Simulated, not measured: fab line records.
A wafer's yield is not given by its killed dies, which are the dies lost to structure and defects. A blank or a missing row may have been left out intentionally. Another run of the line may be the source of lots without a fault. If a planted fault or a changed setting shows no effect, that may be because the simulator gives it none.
What tool caused it? / flow gf180mcu / 14 lots with 42 wafers sampled at 2 steps, on a route of 602 steps

WHAT EACH GAUGE READ, for each wafer
GF_M5_OVL_MEAS_08. Usual: M5_OVL -2 nm, standard deviation 5.3.
lot=L510; measured=day 26 10:08; on=overlay-01; M5_OVL (nm)=-4 0 -5; flag=
lot=L511; measured=day 26 12:04; on=overlay-01; M5_OVL (nm)=5 -8 3; flag=
lot=L513; measured=day 27 03:48; on=overlay-02; M5_OVL (nm)=-9 -12 -10; flag=
lot=L514; measured=day 27 12:52; on=overlay-01; M5_OVL (nm)=-14 -3 -6; flag=
lot=L515; measured=day 27 18:47; on=overlay-01; M5_OVL (nm)=-3 -4 -6; flag=
lot=L516; measured=day 28 05:55; on=overlay-02; M5_OVL (nm)=-8 2 1; flag=
lot=L517; measured=day 28 13:50; on=overlay-01; M5_OVL (nm)=4 -1 -4; flag=
lot=L518; measured=day 28 19:28; on=overlay-01; M5_OVL (nm)=-2 -8 0; flag=
lot=L520; measured=day 29 18:53; on=overlay-01; M5_OVL (nm)=-2 1 1; flag=
lot=L526; measured=day 31 09:31; on=overlay-01; M5_OVL (nm)=4 3 0; flag=
lot=L527; measured=day 31 09:53; on=overlay-02; M5_OVL (nm)=-4 -3 2; flag=
lot=L529; measured=day 31 20:17; on=overlay-01; M5_OVL (nm)=-2 -3 -6; flag=
lot=L531; measured=day 32 07:41; on=overlay-01; M5_OVL (nm)=-9 -5 6; flag=
lot=L532; measured=day 32 11:35; on=overlay-02; M5_OVL (nm)=-3 -8 0; flag=

EACH LOT AND THE TOOL THAT RAN IT (in order: tool; ch and the chambers of the sampled wafers; start)
lot=L510; GF_VT_IMPLANT_STRIP_20=plasma_asher-02 ch 0,1, day 6 07:25
lot=L511; GF_VT_IMPLANT_STRIP_20=plasma_asher-02 ch 0,1, day 6 12:41
lot=L513; GF_VT_IMPLANT_STRIP_20=plasma_asher-02 ch 0,1, day 7 00:03
lot=L514; GF_VT_IMPLANT_STRIP_20=plasma_asher-02 ch 0,1, day 7 04:59
lot=L515; GF_VT_IMPLANT_STRIP_20=plasma_asher-04 ch 0,1, day 7 11:13
lot=L516; GF_VT_IMPLANT_STRIP_20=plasma_asher-04 ch 0,1, day 7 18:34
lot=L517; GF_VT_IMPLANT_STRIP_20=plasma_asher-01 ch 0,1, day 8 00:23
lot=L518; GF_VT_IMPLANT_STRIP_20=plasma_asher-01 ch 0,1, day 8 07:52
lot=L520; GF_VT_IMPLANT_STRIP_20=plasma_asher-02 ch 0,1, day 9 05:45
lot=L526; GF_VT_IMPLANT_STRIP_20=plasma_asher-02 ch 0,1, day 10 14:08
lot=L527; GF_VT_IMPLANT_STRIP_20=plasma_asher-02 ch 0,1, day 10 20:44
lot=L529; GF_VT_IMPLANT_STRIP_20=plasma_asher-01 ch 0,1, day 11 07:36
lot=L531; GF_VT_IMPLANT_STRIP_20=plasma_asher-01 ch 0,1, day 11 19:04
lot=L532; GF_VT_IMPLANT_STRIP_20=plasma_asher-01 ch 0, day 11 23:21
- GF_VT_IMPLANT_STRIP_20: strips in O2/N2.

AS READ BY THE TOOLS THEMSELVES (means over the sampled wafers that have a number; for cases with no such wafer, the mark the record gives instead)
GF_VT_IMPLANT_STRIP_20. Usual: drypump_motor_current_A 5.8 A, standard deviation 0.39; heater_power_w 335 W, standard deviation 33; oes_product_au 0.716 a.u., standard deviation 0.0045; strip_time_to_endpoint_s 12.60 s, standard deviation 0.034.
lot=L510; tool=plasma_asher-02; drypump_motor_current_A (A)=6.1; heater_power_w (W)=340; oes_product_au (a.u.)=0.713; strip_time_to_endpoint_s (s)=12.62; flag=
lot=L511; tool=plasma_asher-02; drypump_motor_current_A (A)=5.9; heater_power_w (W)=362; oes_product_au (a.u.)=0.717; strip_time_to_endpoint_s (s)=12.64; flag=
lot=L513; tool=plasma_asher-02; drypump_motor_current_A (A)=6.0; heater_power_w (W)=343; oes_product_au (a.u.)=0.716; strip_time_to_endpoint_s (s)=12.62; flag=
lot=L514; tool=plasma_asher-02; drypump_motor_current_A (A)=6.0; heater_power_w (W)=344; oes_product_au (a.u.)=0.714; strip_time_to_endpoint_s (s)=12.60; flag=
lot=L515; tool=plasma_asher-04; drypump_motor_current_A (A)=5.8; heater_power_w (W)=305; oes_product_au (a.u.)=0.710; strip_time_to_endpoint_s (s)=12.58; flag=
lot=L516; tool=plasma_asher-04; drypump_motor_current_A (A)=5.8; heater_power_w (W)=301; oes_product_au (a.u.)=0.717; strip_time_to_endpoint_s (s)=12.56; flag=
lot=L517; tool=plasma_asher-01; drypump_motor_current_A (A)=5.2; heater_power_w (W)=348; oes_product_au (a.u.)=0.717; strip_time_to_endpoint_s (s)=12.58; flag=
lot=L518; tool=plasma_asher-01; drypump_motor_current_A (A)=5.2; heater_power_w (W)=353; oes_product_au (a.u.)=0.717; strip_time_to_endpoint_s (s)=12.63; flag=
lot=L520; tool=plasma_asher-02; drypump_motor_current_A (A)=6.0; heater_power_w (W)=340; oes_product_au (a.u.)=0.719; strip_time_to_endpoint_s (s)=12.62; flag=
lot=L526; tool=plasma_asher-02; drypump_motor_current_A (A)=5.9; heater_power_w (W)=361; oes_product_au (a.u.)=0.717; strip_time_to_endpoint_s (s)=12.62; flag=
lot=L527; tool=plasma_asher-02; drypump_motor_current_A (A)=6.0; heater_power_w (W)=344; oes_product_au (a.u.)=0.717; strip_time_to_endpoint_s (s)=12.55; flag=
lot=L529; tool=plasma_asher-01; drypump_motor_current_A (A)=5.2; heater_power_w (W)=348; oes_product_au (a.u.)=0.710; strip_time_to_endpoint_s (s)=12.56; flag=
lot=L531; tool=plasma_asher-01; drypump_motor_current_A (A)=5.2; heater_power_w (W)=351; oes_product_au (a.u.)=0.712; strip_time_to_endpoint_s (s)=12.63; flag=
lot=L532; tool=plasma_asher-01; drypump_motor_current_A (A)=5.2; heater_power_w (W)=368; oes_product_au (a.u.)=0.713; strip_time_to_endpoint_s (s)=12.59; flag=

THE ANSWER, worked out from the rows above alone
Rule: lot off if the mean of its wafers having a number is beyond 3 standard deviations from the usual mean. Also off: a lot with no number at a reading for which 4 or more lots have one. Any other lot the step has rows for is counted as sound. The gauges are gone through in route order, then the tools' own readings, and for those a lot's mean is taken as printed above. The first step at which some lot is off is used, and at that step the reading that is off furthest; a lot without a number counts as furthest.
No lot is off at any reading shown: from this, nothing can be told.

WHAT THE SIMULATOR HAD INSERTED
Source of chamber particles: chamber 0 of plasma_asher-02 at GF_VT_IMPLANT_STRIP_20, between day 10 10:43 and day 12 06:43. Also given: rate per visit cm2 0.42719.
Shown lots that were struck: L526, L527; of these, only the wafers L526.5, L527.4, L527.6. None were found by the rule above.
